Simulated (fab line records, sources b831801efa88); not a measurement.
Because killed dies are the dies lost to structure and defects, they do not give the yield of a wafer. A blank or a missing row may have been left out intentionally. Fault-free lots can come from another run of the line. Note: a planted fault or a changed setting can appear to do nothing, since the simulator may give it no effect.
Code-filled problem report in 8D (eight disciplines) form | flow sky130 | the parts of the form that need people (team, actions taken, sign-off) are left out

## 1. THE ISSUE
SONOS_TUNNEL_TW at SKY_SONOS_TUNNEL_TW_MEAS_12 reads a mean of 179.1 on 6 wafers of 2 lots; wafers without a fault read 197.2 with a standard deviation of 2.1. That puts it -8.6 standard deviations away from the usual mean.
First observed at day 14 03:43: wafer L827.1, on film_metro-01. The record has a number at this step for 37 wafers belonging to 13 lots. Rule for "out", or "out of limits": more than 4 standard deviations from the usual mean. The rest of the wafers with a number are treated as sound.

## 2. WHAT IT IS; WHAT IT IS NOT
question                    | is                           | is not
which readings at this step | SONOS_TUNNEL_TW              | -
which lots                  | L827, L828                   | L825, L826, L829, L835, L836, L837, L838, L840, L841, L842, L843
which wafers of those lots  | all that have a number       | -
read on which gauges        | film_metro-01, film_metro-03 | film_metro-04
when                        | from day 14 03:43            | up to then (5 sound wafers); but 26 sound wafers of L829, L835, L836, L837, L838, L840, L841, L842, L843 came after

## 3. WHAT RULES OUT EACH SUSPECT
Counting: any tool at a process step up to the reading is kept as a suspect provided that every lot that is out went through it and no sound lot did after the first of them.
- the gauge at SKY_SONOS_TUNNEL_TW_MEAS_12 is ruled out. The wafers that are out were read on 2 gauges (film_metro-01, film_metro-03).
- implanter-02 at SKY_SONOS_TUNNEL_IMPLANT_09: ruled out as a lasting fault. The sound lots L836, L837, L840, L841, L842, L843 went through it after L827, its earliest lot that is out (day 14 03:15).
Left after counting: nothing in the record.

## 4. THE CAUSE (what the simulator had put in)
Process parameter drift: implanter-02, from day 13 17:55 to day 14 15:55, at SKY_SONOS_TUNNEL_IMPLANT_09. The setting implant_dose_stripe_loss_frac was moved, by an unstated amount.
The count ruled it out by mistake, since the rule takes a fault to strike every lot its tool runs from the start of the fault on, and this one did not do so.

## 5. THE EFFECT CHAIN, in route order
Each row: a reading whose mean over the struck wafers that have a number lies more than 3 standard deviations from the usual. Scope: only readings with a usual standard deviation given in the record; hours: median across lots of the time from each lot's start at the first step in this table that gives one to its start at this step; sigmas: change in usual standard deviations.
hours | step                        | reading         | usual | on struck wafers | change | sigmas
0     | SKY_SONOS_TUNNEL_TW_MEAS_12 | SONOS_TUNNEL_TW | 197.2 | 179.1            | -18.1  | -8.6

## 6. WHAT WOULD HAVE CAUGHT IT SOONER
The first out-of-limits reading at a measuring or inspecting step in this record came at day 14 03:43, 10 hours after the fault's start at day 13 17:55.
